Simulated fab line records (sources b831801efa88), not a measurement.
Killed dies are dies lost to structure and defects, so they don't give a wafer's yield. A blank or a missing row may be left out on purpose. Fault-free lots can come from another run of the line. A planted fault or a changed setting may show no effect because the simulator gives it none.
Lot-split experiment ; flow sky130 ; route with 708 steps; 5 lots, 23 wafers read

ABOUT THE SPLIT
At SKY_FIELD_ISO_OXIDATION_01 (stabilise 600 s, purge 300 s, target thk 12 nm), the setting temp c was moved away from the recipe's 900 C on 20 of the 23 wafers read, by -2.9% to +2.8%. All remaining wafers had this setting at the recipe value.

There is no step in the file separating the split from the reading.

THE READING
FIELD_ISO_OXIDATION_00_THK, in nm, at SKY_FIELD_ISO_THK_MEAS_02. Typical for fault-free wafers on this fab line: 12.01 nm, with standard deviation 0.19 nm.

wafer;tool, chamber at the split;temp c as run, C;against the recipe;FIELD_ISO_OXIDATION_00_THK, nm;against lot-mates on the recipe
L074.1;-, -;874;-2.9%;8.90;no lot-mate on the recipe
L074.2;-, -;874;-2.9%;9.00;no lot-mate on the recipe
L074.3;-, -;874;-2.9%;8.89;no lot-mate on the recipe
L074.4;-, -;874;-2.9%;8.82;no lot-mate on the recipe
L074.6;-, -;874;-2.9%;8.85;no lot-mate on the recipe
L075.1;-, -;887.3;-1.4%;10.26;no lot-mate on the recipe
L075.3;-, -;887.3;-1.4%;10.43;no lot-mate on the recipe
L075.4;-, -;887.3;-1.4%;10.18;no lot-mate on the recipe
L075.5;-, -;887.3;-1.4%;10.34;no lot-mate on the recipe
L075.6;-, -;887.3;-1.4%;10.40;no lot-mate on the recipe
L076.1;-, -;880.4;-2.2%;9.61;no lot-mate on the recipe
L076.2;-, -;880.4;-2.2%;9.82;no lot-mate on the recipe
L076.3;-, -;880.4;-2.2%;9.68;no lot-mate on the recipe
L076.5;-, -;880.4;-2.2%;9.91;no lot-mate on the recipe
L076.6;-, -;880.4;-2.2%;9.64;no lot-mate on the recipe
L077.1;-, -;925.1;+2.8%;15.49;no lot-mate on the recipe
L077.2;-, -;925.1;+2.8%;15.55;no lot-mate on the recipe
L077.3;-, -;925.1;+2.8%;15.28;no lot-mate on the recipe
L077.4;-, -;925.1;+2.8%;15.49;no lot-mate on the recipe
L077.6;-, -;925.1;+2.8%;15.57;no lot-mate on the recipe
L081.1;furnace-02, 0;900;recipe;12.12;-
L081.2;furnace-02, 0;900;recipe;12.31;-
L081.3;furnace-02, 0;900;recipe;12.13;-

FIT RESULTS
A straight line over all 23 wafers: FIELD_ISO_OXIDATION_00_THK changes by +1.17 nm for each +1% of temp c; r = +1.00; the points scatter about the line by 0.16 nm.
Too few moved wafers have a lot-mate on the recipe to fit a line with each lot's own level taken away.

THE WHOLE CHAIN: every reading that the file lists as answering this split, in the file's order
step;what it does;reading;change (the file's fit);r (the file's)
SKY_FIELD_ISO_OXIDATION_01;stabilise 600 s, purge 300 s, target thk 12 nm;SiO2_of_FIELD_ISO_OXIDATION_01.thk nm (the simulator's own value, which no gauge read);+1.17 nm for each +1% of the setting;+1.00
SKY_FIELD_ISO_THK_MEAS_02;;FIELD_ISO_OXIDATION_00_THK;+1.17 for each +1% of the setting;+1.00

THE FILE'S OWN FIT
FIELD_ISO_OXIDATION_00_THK changes by +1.17 nm for each +1% of temp c, r = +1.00.
